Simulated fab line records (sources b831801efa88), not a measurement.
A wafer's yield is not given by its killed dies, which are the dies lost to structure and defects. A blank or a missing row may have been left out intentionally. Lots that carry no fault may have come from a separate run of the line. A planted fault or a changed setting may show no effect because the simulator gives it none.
Matching of chambers :: flow sky130 :: rie_diel-02 running SKY_METAL3_ETCH_17: 4 sister chambers
The step etches SiO2 in C4F8/O2/Ar, stops on TiN, time 3.9 s, target depth 15 nm. 4 wafers are shown with their chamber, then 8 later ones without.

WAFERS, EACH WITH ITS CHAMBER
wafer: L080.6
chamber: 0
chamber_pressure_mTorr (mTorr): 40.01

wafer: L087.1
chamber: 2
chamber_pressure_mTorr (mTorr): 40.06

wafer: L087.3
chamber: 3
chamber_pressure_mTorr (mTorr): 40.00

wafer: L088.3
chamber: 1
chamber_pressure_mTorr (mTorr): 40.07

WAFERS MISSING THEIR CHAMBER
wafer: L088.4
chamber_pressure_mTorr (mTorr): 39.97

wafer: L088.6
chamber_pressure_mTorr (mTorr): 40.02

wafer: L093.1
chamber_pressure_mTorr (mTorr): 39.94

wafer: L093.5
chamber_pressure_mTorr (mTorr): 40.04

wafer: L093.6
chamber_pressure_mTorr (mTorr): 40.01

wafer: L095.1
chamber_pressure_mTorr (mTorr): 40.00

wafer: L095.3
chamber_pressure_mTorr (mTorr): 40.00

wafer: L095.4
chamber_pressure_mTorr (mTorr): 39.92

WHICH CHAMBER EACH WENT THROUGH
wafer: L088.4
from the rows above: can't be placed: 3 or 0 or 2 or 1
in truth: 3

wafer: L088.6
from the rows above: can't be placed: 0 or 3 or 2 or 1
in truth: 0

wafer: L093.1
from the rows above: can't be placed: 3 or 0 or 2 or 1
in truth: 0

wafer: L093.5
from the rows above: can't be placed: 2 or 0 or 1 or 3
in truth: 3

wafer: L093.6
from the rows above: can't be placed: 0 or 3 or 2 or 1
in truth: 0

wafer: L095.1
from the rows above: can't be placed: 3 or 0 or 2 or 1
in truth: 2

wafer: L095.3
from the rows above: can't be placed: 3 or 0 or 2 or 1
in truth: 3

wafer: L095.4
from the rows above: can't be placed: 3 or 0 or 2 or 1
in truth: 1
Placed correctly: 0 of 8. Cannot be placed on the basis of these rows: 8; the candidates contain the true chamber in 8. Placed wrongly: 0.
How it was worked out, from the rows above alone: a wafer's distance from a chamber is the root of the sum, over the readings, of the square of ((its reading less the chamber's mean) divided by the reading's scatter). If the next closest chamber is less than 2 further off than the closest, the wafer can't be placed; otherwise it belongs to the closest. For every chamber, the mean is computed from those of its wafers that are shown. The scatter (one wafer shown for each chamber): square how far every hidden wafer sits from the nearest shown wafer, average those squares and take the square root.
